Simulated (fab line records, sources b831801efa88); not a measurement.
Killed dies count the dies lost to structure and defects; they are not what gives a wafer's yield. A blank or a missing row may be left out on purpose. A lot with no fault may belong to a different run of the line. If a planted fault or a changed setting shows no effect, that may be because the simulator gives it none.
Which tool was responsible? :: flow sky130 :: Sampling: 12 lots, 36 wafers, 2 of 708 route steps

== WHAT THE GAUGES SHOWED, per wafer ==
SKY_VT_ADJUST_LVTN_OVL_MEAS_07.
lot: L075
measured: day 7 05:34
on: overlay-02
VT_ADJUST_LVTN_OVL (nm): -2.1 -1.0 -1.1

lot: L077
measured: day 7 14:33
on: overlay-01
VT_ADJUST_LVTN_OVL (nm): 3.2 0.8 0.7

lot: L079
measured: day 8 18:18
on: overlay-01
VT_ADJUST_LVTN_OVL (nm): 1.1 0.4 0.6

lot: L080
measured: day 9 00:13
on: overlay-02
VT_ADJUST_LVTN_OVL (nm): -1.2 1.7 -0.2

lot: L083
measured: day 9 08:25
on: overlay-01
VT_ADJUST_LVTN_OVL (nm): -1.4 -1.9 -2.2

lot: L085
measured: day 10 06:42
on: overlay-02
VT_ADJUST_LVTN_OVL (nm): -0.7 -2.1 0.1

lot: L086
measured: day 10 16:22
on: overlay-01
VT_ADJUST_LVTN_OVL (nm): 0.6 0.9 2.6

lot: L089
measured: day 11 07:15
on: overlay-01
VT_ADJUST_LVTN_OVL (nm): -1.9 -2.7 -1.3

lot: L091
measured: day 11 16:15
on: overlay-01
VT_ADJUST_LVTN_OVL (nm): 0.8 -1.0 0.6

lot: L092
measured: day 12 03:40
on: overlay-01
VT_ADJUST_LVTN_OVL (nm): -0.5 -2.9 -0.3

lot: L095
measured: day 12 17:49
on: overlay-01
VT_ADJUST_LVTN_OVL (nm): -1.2 -0.9 -2.9

lot: L097
measured: day 13 04:33
on: overlay-01
VT_ADJUST_LVTN_OVL (nm): -2.8 -2.2 0.4

== WHICH TOOL RAN EACH LOT (tool, then ch and the chambers of the sampled wafers, then the start) ==
lot: L075
SKY_NWELL_RTA_28: rtp anneal-01 ch 0, day 5 16:05

lot: L077
SKY_NWELL_RTA_28: rtp anneal-01 ch 0, day 6 00:13

lot: L079
SKY_NWELL_RTA_28: rtp anneal-01 ch 0, day 7 01:58

lot: L080
SKY_NWELL_RTA_28: rtp anneal-01 ch 0, day 7 05:51

lot: L083
SKY_NWELL_RTA_28: rtp anneal-02 ch 0, day 7 13:52

lot: L085
SKY_NWELL_RTA_28: rtp anneal-02 ch 0, day 8 10:07

lot: L086
SKY_NWELL_RTA_28: rtp anneal-02 ch 0, day 8 20:14

lot: L089
SKY_NWELL_RTA_28: rtp anneal-01 ch 0, day 9 09:58

lot: L091
SKY_NWELL_RTA_28: rtp anneal-02 ch 0, day 9 17:34

lot: L092
SKY_NWELL_RTA_28: rtp anneal-02 ch 0, day 10 05:04

lot: L095
SKY_NWELL_RTA_28: rtp anneal-01 ch 0, day 10 17:41

lot: L097
SKY_NWELL_RTA_28: rtp anneal-01 ch 0, day 11 02:55
- SKY_NWELL_RTA_28: time 30 s.

== THE ANSWER, worked out from the rows above alone ==
Rule: what is usual is taken from the lots themselves. The widest of any qualifying gaps counts: lots, ordered by their means at a reading, are off when they make up no more than a third of the lots, leave a main group of 4 or more, and stand apart from it by 3 or more times the standard deviation of that group's means. A main group is skipped when, at the precision printed for the reading in the tables above, its means are all equal. Also off: a lot with no number at a reading for which 4 or more lots have one. The other lots that the step has rows for count as sound.
No lot is off at any reading shown: from this, nothing can be told.

== WHAT THE SIMULATOR PUT IN ==
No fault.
